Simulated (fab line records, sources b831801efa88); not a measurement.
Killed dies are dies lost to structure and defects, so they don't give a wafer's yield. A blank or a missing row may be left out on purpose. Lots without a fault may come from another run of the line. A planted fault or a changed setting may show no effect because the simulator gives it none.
A struck lot beside a sound one | flow gf180mcu | 14 steps out of a route of 602
Sound: wafers L899.2, L899.3, L899.6. Struck: wafers L892.1, L892.2, L892.4. The cause comes at the end.
At each step with rows: each side's tool, then ch and its chambers, then its first start. Under that, the readings that differ: sound wafers | struck wafers | difference of the means | sigmas: that difference in standard deviations of wafers without a fault.
alike: readings whose means differ by less than 2 such deviations, and words and numbers that are the same on both sides. not compared: withheld readings, readings that some wafer has no value for, bounds like >300 that may hide the same value, and numbers for which the record gives no deviation and whose values overlap.
The two part at a step that has a row with sigmas, a row that says differs or no value, or rows on one side only. Numbers that don't overlap but have no deviation are shown without sigmas and don't part them. A reading that every wafer of one side lacks parts them only if that side has two wafers or more.

first, 5 steps without rows for these wafers: GF_V3_COAT_09 (resist thk 1000 nm); GF_V3_SOFTBAKE_10 (time 60 s); GF_V3_EXPOSE_11 (exposes mask Via3, target cd 260 nm); GF_V3_PEB_12 (peb time 90 s); GF_V3_DEVELOP_13 (develop time 60 s).
GF_V3_CD_MEAS_14: target cd 260 nm.
  sound on cd_sem-02, day 29 10:26; struck on cd_sem-02, day 27 15:49
  alike: cd_nm
GF_V3_OVL_MEAS_15:
  sound on overlay-02, day 29 10:32; struck on overlay-02, day 27 15:56
  alike: V3_OVL
GF_V3_ETCH_16: etches BARC in N2/H2.
  sound on rie_diel-01 ch 1,2,3, day 29 10:34; struck on rie_diel-02 ch 0,1,2, day 27 15:58
  reading                | sound                | struck               | difference | sigmas
  throttle_valve_pct (%) | 13.227 13.226 13.233 | 13.218 13.199 13.207 | -0.021     | -2
  alike: bias_w, drypump_motor_current_A, oes_product_au
GF_V3_ETCH_17: etches SiO2 in C4F8/O2/Ar, stops on TiN, target depth 635 nm.
  sound on rie_diel-01 ch 1,2,3; struck on rie_diel-02 ch 0,1,2
  alike: bias_w, oes_product_au
GF_V3_STRIP_18: strips in O2/N2.
  sound on plasma_asher-02 ch 0,1, day 29 10:42; struck on plasma_asher-03 ch 0,1, day 27 16:06
  alike: drypump_motor_current_A, heater_power_w, oes_product_au
  not compared: rf_hours_counter_h
then, 2 steps without rows for these wafers: GF_V3_STRIP_19 (strips in post etch residue remover, time 1200 s); GF_V3_CLEAN_20 (cleans in DIW).
GF_V3_SPUTTER_21: material Ti, target thk 15 nm, time 80.02 s.
  sound on pvd_sputter-03, day 29 11:15; struck on pvd_sputter-03, day 27 16:38
  no value came back on the struck wafers for cathode_dc_power_W (W), chamber_pressure_pa (Pa), throttle_valve_pct (%); on the sound wafers cathode_dc_power_W (W) reads 2499.6 2500.7 2500.8
GF_V3_SPUTTER_22: material TiN, target thk 10 nm, time 40 s.
  sound on pvd_sputter-03, day 29 11:19; struck on pvd_sputter-03, day 27 16:41
  alike: cathode_dc_power_W, chamber_pressure_pa, throttle_valve_pct

WHERE THEY PART
First at GF_V3_ETCH_16; last, within this record, at GF_V3_SPUTTER_21. Later steps at which nothing parts them and some readings are alike: GF_V3_SPUTTER_22.

WHY: what the simulator had put in
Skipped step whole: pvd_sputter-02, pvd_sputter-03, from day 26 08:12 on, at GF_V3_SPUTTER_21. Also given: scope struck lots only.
